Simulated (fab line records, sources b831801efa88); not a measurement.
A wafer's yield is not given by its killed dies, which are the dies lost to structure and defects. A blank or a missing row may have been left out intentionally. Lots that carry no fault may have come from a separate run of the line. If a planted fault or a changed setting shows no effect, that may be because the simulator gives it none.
fab line records	flow sky130
record lots=14	wafers=41	last-day=49
route steps=708 shown LOCAL_INTERCONNECT@387 VIA4@651 PAD_OPEN@701
lots that met no fault: from a run of the same line without faults
start-h: the number of hours between the record's first day and the start of the first shown wafer of the lot	wait-h: how many hours have passed since the lot's step before this one	" as in the row above	L1.1+2: a single row standing in for several wafers	- either no value or no given start	* or withheld: withheld	< > ~ a bound
route shown NAME@n: names a module that has steps shown in the file, with the first one's number in the route	usual: mean/standard deviation of fault-free wafers	same: alike in all rows	chamber/n: place in a boat	sites: the reading at each site	_std_site: standard deviation across them	_edge_site: inner sites' mean taken away from outer sites' mean	radius-mm: how far each site lies from the wafer's centre	mask NAME#n: copy n	behind: the last tool/chamber to shape the wafer	hold: the reason the lot was held/the length of the hold in hours/how it ended	device: whichever transistor did not switch (one of n, p or np)	end of line: the same wafers' tests at the end of the route	for a step that has no rows: nothing shown but its recipe	killed: not the wafer's yield, but the dies lost to structure and defects at the first sort	map: per-die view of a wafer (x killed, . not killed, _ where there is no die)
set.NAME: the setting the step ran with; set.NAME@STEP: the setting that earlier step ran with	model.NAME: the simulator's own value behind a step, which no gauge read
route steps across a sampled set of lots; one table per step, one row per wafer
services: from which hour (start-h, from the record's first day; less than 0 if before it) a tool's chamber was out of use, for how many hours, and why
## steps
# step SKY_LOCAL_INTERCONNECT_SPUTTER_00
# recipe material=TiN	target-thk-nm=100	temp-c=300	power-w=6500	time-s=83.3	chamber-pressure-pa=0.4
# usual throttle-valve-pct=30.8/0.82
lot.wafer	tool	chamber	start-h	wait-h	throttle-valve-pct
L718.2	pvd-sputter-03	-	676.49	0.1	29.2
L718.4	"	-	"	"	31.7
L718.5	"	-	"	"	29.8
L719.3	pvd-sputter-04	-	687.72	0.1	31.6
L719.4	"	-	"	"	30.4
L719.6	"	-	"	"	31.1
L720.2	pvd-sputter-03	-	696.37	0.1	29.8
L720.3	"	-	"	"	31.2
L720.4	"	-	"	"	29.9
L722.3	pvd-sputter-02	-	715.81	0.1	30.7
L722.5	"	-	"	"	31.6
L722.6	"	-	"	"	30.9
L724.2	pvd-sputter-03	-	726.97	0.2	31.0
L724.3	"	-	"	"	31.7
L724.5	"	-	"	"	29.1
L723.1	pvd-sputter-04	-	736.79	0.1	30.7
L723.2	"	-	"	"	31.0
L723.4	"	-	"	"	31.5
L725.1	pvd-sputter-04	-	740.51	0.2	31.8
L725.5	"	-	"	"	30.6
L725.6	"	-	"	"	30.9
L726.1	pvd-sputter-03	-	761.19	0.1	31.5
L726.3	"	-	"	"	30.9
L726.4	"	-	"	"	29.8
L729.4	pvd-sputter-03	-	785.74	0.2	29.9
L729.6	"	-	"	"	29.8
L730.1	pvd-sputter-03	-	786.41	0.2	31.1
L730.5	"	-	"	"	29.8
L730.6	"	-	"	"	28.9
L732.1	pvd-sputter-04	-	797.59	0.1	31.5
L732.2	"	-	"	"	31.3
L732.6	"	-	"	"	31.8
L733.3	pvd-sputter-03	-	799.26	0.1	31.8
L733.5	"	-	"	"	30.0
L733.6	"	-	"	"	29.2
L734.2	pvd-sputter-03	-	817.91	0.2	31.5
L734.3	"	-	"	"	29.6
L734.5	"	-	"	"	30.0
L737.1	pvd-sputter-02	-	829.36	0.1	30.9
L737.2	"	-	"	"	31.3
L737.5	"	-	"	"	31.4
# step SKY_VIA4_ETCH_12
# recipe target=SiO2	chemistry=C4F8/O2/Ar	stop-on=TiN	mask-material=NOVOLAK	source-w=1500	bias-w=1200	pressure-mtorr=40	c4f8-flow-sccm=withheld	O2_flow_sccm=6	Ar_flow_sccm=300	time-s=withheld	target-depth-a=5800
# usual oes-product-au=0.926/0.0051
lot.wafer	tool	chamber	start-h	wait-h	oes-product-au
L718.2	rie-diel-01	0	1002.50	0.0	0.918
L718.4	"	3	"	"	0.930
L718.5	"	1	"	"	0.928
L719.3	rie-diel-02	3	1010.80	0.0	0.929
L719.4	"	0	"	"	0.920
L719.6	"	1	"	"	0.930
L720.2	rie-diel-01	0	1015.55	0.0	0.926
L720.3	"	3	"	"	0.918
L720.4	"	1	"	"	0.923
L722.3	rie-diel-01	3	1034.78	0.0	0.933
L722.5	"	1	"	"	0.918
L722.6	"	2	"	"	0.923
L724.2	rie-diel-03	3	1043.85	0.0	0.928
L724.3	"	0	"	"	0.930
L724.5	"	0	"	"	0.924
L723.1	rie-diel-02	2	1050.95	0.0	0.929
L723.2	"	0	"	"	0.927
L723.4	"	3	"	"	0.937
L725.1	rie-diel-02	1	1055.14	0.0	0.928
L725.5	"	2	"	"	0.917
L725.6	"	0	"	"	0.931
L726.1	rie-diel-02	2	1072.50	0.0	0.925
L726.3	"	0	"	"	0.928
L726.4	"	3	"	"	0.921
L729.4	rie-diel-01	2	1091.24	0.0	0.928
L729.6	"	1	"	"	0.931
L730.1	rie-diel-03	2	1091.78	0.0	0.921
L730.5	"	0	"	"	0.927
L730.6	"	3	"	"	0.928
L732.1	rie-diel-02	0	1099.95	0.0	0.927
L732.2	"	1	"	"	0.940
L732.6	"	1	"	"	0.930
L733.3	rie-diel-01	3	1100.99	0.0	0.927
L733.5	"	0	"	"	0.926
L733.6	"	1	"	"	0.925
L734.2	rie-diel-01	3	1115.70	0.0	0.931
L734.3	"	2	"	"	0.920
L734.5	"	1	"	"	0.930
L737.1	rie-diel-02	1	1121.64	0.0	0.927
L737.2	"	2	"	"	0.931
L737.5	"	0	"	"	0.933
# step SKY_VIA4_SPUTTER_17
# recipe material=TiN	target-thk-nm=20	chamber-pressure-pa=5	power-w=4000	time-s=80
# usual throttle-valve-pct=31.0/0.53
lot.wafer	tool	chamber	start-h	wait-h	throttle-valve-pct
L718.2	pvd-sputter-04	-	1003.17	0.0	31.4
L718.4	"	-	"	"	30.8
L718.5	"	-	"	"	31.2
L719.3	pvd-sputter-01	-	1011.47	0.0	30.4
L719.4	"	-	"	"	30.2
L719.6	"	-	"	"	31.4
L720.2	pvd-sputter-04	-	1016.30	0.0	30.5
L720.3	"	-	"	"	31.4
L720.4	"	-	"	"	32.0
L722.3	pvd-sputter-04	-	1035.44	0.0	31.3
L722.5	"	-	"	"	31.9
L722.6	"	-	"	"	30.4
L724.2	pvd-sputter-01	-	1044.95	0.0	30.0
L724.3	"	-	"	"	31.3
L724.5	"	-	"	"	30.1
L723.1	pvd-sputter-01	-	1051.68	0.0	31.3
L723.2	"	-	"	"	30.3
L723.4	"	-	"	"	30.4
L725.1	pvd-sputter-01	-	1055.81	0.0	30.6
L725.5	"	-	"	"	31.2
L725.6	"	-	"	"	30.1
L726.1	pvd-sputter-04	-	1073.17	0.0	31.8
L726.3	"	-	"	"	30.6
L726.4	"	-	"	"	31.5
L729.4	pvd-sputter-04	-	1091.97	0.0	31.9
L729.6	"	-	"	"	31.8
L730.1	pvd-sputter-02	-	1092.49	0.0	30.8
L730.5	"	-	"	"	30.9
L730.6	"	-	"	"	31.0
L732.1	pvd-sputter-02	-	1100.74	0.0	31.3
L732.2	"	-	"	"	30.7
L732.6	"	-	"	"	31.5
L733.3	pvd-sputter-02	-	1102.06	0.0	31.0
L733.5	"	-	"	"	31.0
L733.6	"	-	"	"	31.6
L734.2	pvd-sputter-02	-	1116.37	0.0	30.7
L734.3	"	-	"	"	31.2
L734.5	"	-	"	"	31.2
L737.1	pvd-sputter-02	-	1122.31	0.0	31.1
L737.2	"	-	"	"	30.9
L737.5	"	-	"	"	31.1
# step SKY_PAD_OPEN_ETCH_07
# recipe chemistry=CF4/O2	target-depth-nm=725	stop-on=AlCu	source-w=800	bias-w=150	pressure-mtorr=150	cf4-flow-sccm=80	O2_flow_sccm=10	time-s=161.1
# usual drypump-motor-current-A=5.62/0.29	oes-product-au=0.976/0.0078	throttle-valve-pct=5.962/0.0088
lot.wafer	tool	chamber	start-h	wait-h	drypump-motor-current-A	oes-product-au	rf-hours-counter-h	throttle-valve-pct
L718.2	rie-diel-02	1	1071.52	-	5.27	0.964	13	5.968
L718.4	"	0	"	"	5.53	0.971	21	5.968
L718.5	"	3	"	"	6.18	0.980	-	5.966
L719.3	rie-diel-03	2	1078.27	-	5.78	0.975	1	5.953
L719.4	"	1	"	"	5.89	0.984	28	5.975
L719.6	"	2	"	"	5.77	0.974	-	5.960
L720.2	rie-diel-03	0	1083.78	-	5.05	0.986	14	5.959
L720.3	"	2	"	"	5.76	0.978	1	5.959
L720.4	"	3	"	"	5.36	0.980	8	5.965
L722.3	rie-diel-04	1	1100.63	-	5.68	0.985	13	5.977
L722.5	"	0	"	"	5.76	0.995	-	5.968
L722.6	"	3	"	"	5.61	0.988	-	5.966
L724.2	rie-diel-04	1	1107.92	-	5.67	0.988	13	5.967
L724.3	"	2	"	"	5.46	0.978	22	5.963
L724.5	"	0	"	"	5.74	0.979	-	5.964
L723.1	rie-diel-04	0	1115.07	-	5.76	0.968	5	5.951
L723.2	"	2	"	"	5.45	0.959	22	5.969
L723.4	"	1	"	"	5.67	0.980	14	5.956
L725.1	rie-diel-03	1	1118.73	-	5.85	0.964	30	5.953
L725.5	"	3	"	"	5.35	0.987	-	5.955
L725.6	"	0	"	"	5.06	0.983	-	5.961
L726.1	rie-diel-03	0	1133.94	-	5.07	0.979	16	5.938
L726.3	"	3	"	"	5.37	0.962	10	5.970
L726.4	"	1	"	"	5.86	0.984	30	5.958
L730.1	rie-diel-04	2	1150.54	-	5.48	0.993	23	5.965
L730.5	"	3	"	"	5.64	0.970	-	5.963
L730.6	"	0	"	"	5.75	0.991	-	5.966
L729.4	rie-diel-03	0	1150.89	-	5.06	0.984	16	5.962
L729.6	"	1	"	"	5.86	0.978	-	5.965
L732.1	rie-diel-03	2	1159.24	-	5.73	0.973	4	5.979
L732.2	"	3	"	"	5.36	0.965	11	5.956
L732.6	"	0	"	"	5.04	0.979	-	5.936
L733.3	rie-diel-02	0	1159.94	-	5.53	0.971	24	5.962
L733.5	"	2	"	"	5.94	0.984	-	5.970
L733.6	"	3	"	"	6.17	0.973	-	5.959
L734.2	rie-diel-02	0	1173.58	-	5.52	0.974	25	5.952
L734.3	"	3	"	"	6.19	0.972	21	5.977
L734.5	"	1	"	"	5.31	0.981	-	5.964
L737.1	rie-diel-02	3	1177.24	-	6.22	0.961	21	5.971
L737.2	"	0	"	"	5.54	0.980	25	5.954
L737.5	"	3	"	"	6.21	0.978	-	5.968
# step SKY_PAD_OPEN_PROBE_99
# usual killed_at_M0_to_M3=42/7.1	killed_at_M4_up=3.0/1.7	killed-at-contacts=25/5	killed-at-front-end=16/4.4	killed-at-other=0.5/1.4	killed-dies=87/9.2	killed-open=47/6.2	killed-short=39/6.6
# same gross-dies=492	killed-at-back-side=0
lot.wafer	tool	chamber	start-h	wait-h	killed_at_M0_to_M3	killed_at_M4_up	killed-at-contacts	killed-at-front-end	killed-at-other	killed-dies	killed-open	killed-short
L730.1	prober-01	-	1152.89	0.1	41	2	70	17	0	130	49	33
L730.5	prober-01	-	1153.09	0.2	27	5	45	12	1	90	40	22
L730.6	prober-01	-	1153.14	0.2	44	4	75	17	0	140	45	38
L732.1	prober-02	-	1161.56	0.1	31	8	27	18	0	84	53	31
L732.2	prober-02	-	1161.61	0.1	37	6	29	17	0	89	51	38
L732.6	prober-02	-	1161.81	0.2	31	2	37	18	0	88	48	40
L733.3	prober-02	-	1162.36	0.2	30	2	76	10	1	119	43	24
L733.5	prober-02	-	1162.46	0.2	32	2	38	14	0	86	31	32
L733.6	prober-02	-	1162.51	0.2	43	7	68	11	1	130	41	37
L734.2	prober-01	-	1175.98	0.1	33	2	66	12	0	113	39	30
L734.3	prober-01	-	1176.03	0.2	42	1	50	13	0	106	42	38
L734.5	prober-01	-	1176.13	0.2	37	4	50	15	0	106	34	46
# killed by level:class
L730.1 LOCAL_INTERCONNECT:unspecified=47 CONTACT:geometric-particle:open=11 VIA1:geometric-particle:short=11 VIA1:geometric-particle:open=8 METAL2:geometric-particle:short=6 VIA3:geometric-particle:open=6 FIELD_ISO:geometric-particle:open=4 POLY_GATE:geometric-particle:open=4
L730.5 LOCAL_INTERCONNECT:unspecified=27 CONTACT:geometric-particle:open=9 VIA1:geometric-particle:open=7 LI_CONTACT:geometric-particle:open=5 VIA2:geometric-particle:open=5 FIELD_ISO:geometric-particle:open=4 CONTACT:geometric-particle:short=3 VIA2:geometric-particle:short=3
L730.6 LOCAL_INTERCONNECT:unspecified=54 VIA1:geometric-particle:open=9 CONTACT:geometric-particle:open=9 METAL1:geometric-particle:short=9 VIA3:geometric-particle:open=8 FIELD_ISO:geometric-particle:short=5 POLY_GATE:geometric-particle:short=5 LI_CONTACT:geometric-particle:open=5
L732.1 CONTACT:geometric-particle:open=10 VIA1:geometric-particle:open=9 LI_CONTACT:geometric-particle:open=8 VIA3:geometric-particle:open=6 FIELD_ISO:geometric-particle:open=5 POLY_GATE:geometric-particle:short=4 CONTACT:geometric-particle:short=4 VIA1:geometric-particle:short=4
L732.2 VIA1:geometric-particle:open=12 LI_CONTACT:geometric-particle:open=8 VIA1:geometric-particle:short=7 VIA3:geometric-particle:open=7 FIELD_ISO:geometric-particle:open=6 CONTACT:geometric-particle:open=6 LOCAL_INTERCONNECT:geometric-particle:short=5 VIA2:geometric-particle:open=4
L732.6 LI_CONTACT:geometric-particle:open=12 CONTACT:geometric-particle:open=9 LOCAL_INTERCONNECT:geometric-particle:short=7 FIELD_ISO:geometric-particle:short=7 VIA1:geometric-particle:open=7 VIA2:geometric-particle:open=7 CONTACT:geometric-particle:short=6 FIELD_ISO:geometric-particle:open=3
L733.3 LOCAL_INTERCONNECT:unspecified=51 CONTACT:geometric-particle:open=14 VIA1:geometric-particle:open=8 LI_CONTACT:geometric-particle:open=5 METAL1:geometric-particle:short=5 FIELD_ISO:geometric-particle:open=3 FIELD_ISO:geometric-particle:short=3 LOCAL_INTERCONNECT:geometric-particle:short=3
L733.5 LOCAL_INTERCONNECT:unspecified=23 VIA1:geometric-particle:open=7 POLY_GATE:geometric-particle:short=5 LOCAL_INTERCONNECT:geometric-particle:short=5 LI_CONTACT:geometric-particle:open=4 CONTACT:geometric-particle:open=4 METAL1:geometric-particle:short=4 VIA2:geometric-particle:open=4
L733.6 LOCAL_INTERCONNECT:unspecified=52 METAL2:geometric-particle:short=9 VIA1:geometric-particle:open=8 VIA3:geometric-particle:open=7 METAL4:geometric-particle:short=7 CONTACT:geometric-particle:open=6 LI_CONTACT:geometric-particle:open=6 METAL1:geometric-particle:short=4
L734.2 LOCAL_INTERCONNECT:unspecified=42 CONTACT:geometric-particle:open=10 VIA1:geometric-particle:open=10 METAL2:geometric-particle:short=9 LI_CONTACT:geometric-particle:open=6 VIA3:geometric-particle:open=4 FIELD_ISO:geometric-particle:short=3 FIELD_ISO:geometric-particle:open=3
L734.3 LOCAL_INTERCONNECT:unspecified=26 CONTACT:geometric-particle:open=10 VIA3:geometric-particle:open=9 VIA1:geometric-particle:open=8 FIELD_ISO:geometric-particle:open=7 VIA1:geometric-particle:short=7 METAL2:geometric-particle:short=6 METAL1:geometric-particle:short=6
L734.5 LOCAL_INTERCONNECT:unspecified=26 CONTACT:geometric-particle:short=7 VIA2:geometric-particle:open=7 FIELD_ISO:geometric-particle:short=6 METAL1:geometric-particle:short=6 VIA3:geometric-particle:open=6 VIA1:geometric-particle:open=5 METAL2:geometric-particle:short=4
## services
tool	chamber	start-h	hours	kind
rie-diel-03	0	672.79	7.4	repair
rie-diel-03	0	693.31	1.4	repair
rie-diel-03	3	702.25	4.2	repair
pvd-sputter-03	-	715.95	2.8	repair
pvd-sputter-02	-	738.12	12.3	repair
rie-diel-02	-	743.39	1.4	repair
rie-diel-02	-	788.51	1.0	repair
rie-diel-03	1	800.03	2.9	repair
pvd-sputter-03	-	803.80	0.9	repair
rie-diel-03	3	804.50	5.5	repair
rie-diel-02	2	852.15	9.6	repair
pvd-sputter-02	-	903.46	4.9	repair
rie-diel-03	2	904.71	5.3	repair
rie-diel-03	0	905.24	17.4	repair
rie-diel-02	3	908.26	4.2	repair
pvd-sputter-02	-	912.67	2.7	repair
rie-diel-02	1	970.38	13.2	repair
rie-diel-03	3	993.57	3.2	repair
pvd-sputter-03	-	996.24	3.9	repair
rie-diel-02	1	1031.89	1.4	repair
rie-diel-02	3	1053.26	10.1	repair
pvd-sputter-04	-	1073.62	3.0	repair
rie-diel-03	-	1084.58	4.0	repair
rie-diel-02	1	1152.86	9.1	repair
## key
first-sign step=SKY_PAD_OPEN_PROBE_99	reading=killed-at-contacts	direction=up	sigmas=6.9	usual=25	struck=60
effect step=SKY_PAD_OPEN_PROBE_99	reading=killed-dies	direction=up	sigmas=2.9	usual=87	struck=113
met-at SKY_LOCAL_INTERCONNECT_SPUTTER_00
struck-lots L730,L733,L734
tester-left-out L730,L733,L734
not-acting-at SKY_VIA4_ETCH_12,SKY_VIA4_SPUTTER_17,SKY_PAD_OPEN_ETCH_07
onset-between 785.74 786.41
fault kind=chamber-particle-source	tool=pvd-sputter-03	chamber=-	onset-h=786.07	steps=SKY_LOCAL_INTERCONNECT_SPUTTER_00	rate-per-visit-cm2=0.65963	end-h=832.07
# tester-left-out: of these lots the tester's yield and bins aren't shown, on N5 and GAA mostly nor the transistor test; their killed dies are dies lost to structure and defects alone, not to doping, threshold or leakage, so they don't give the yield
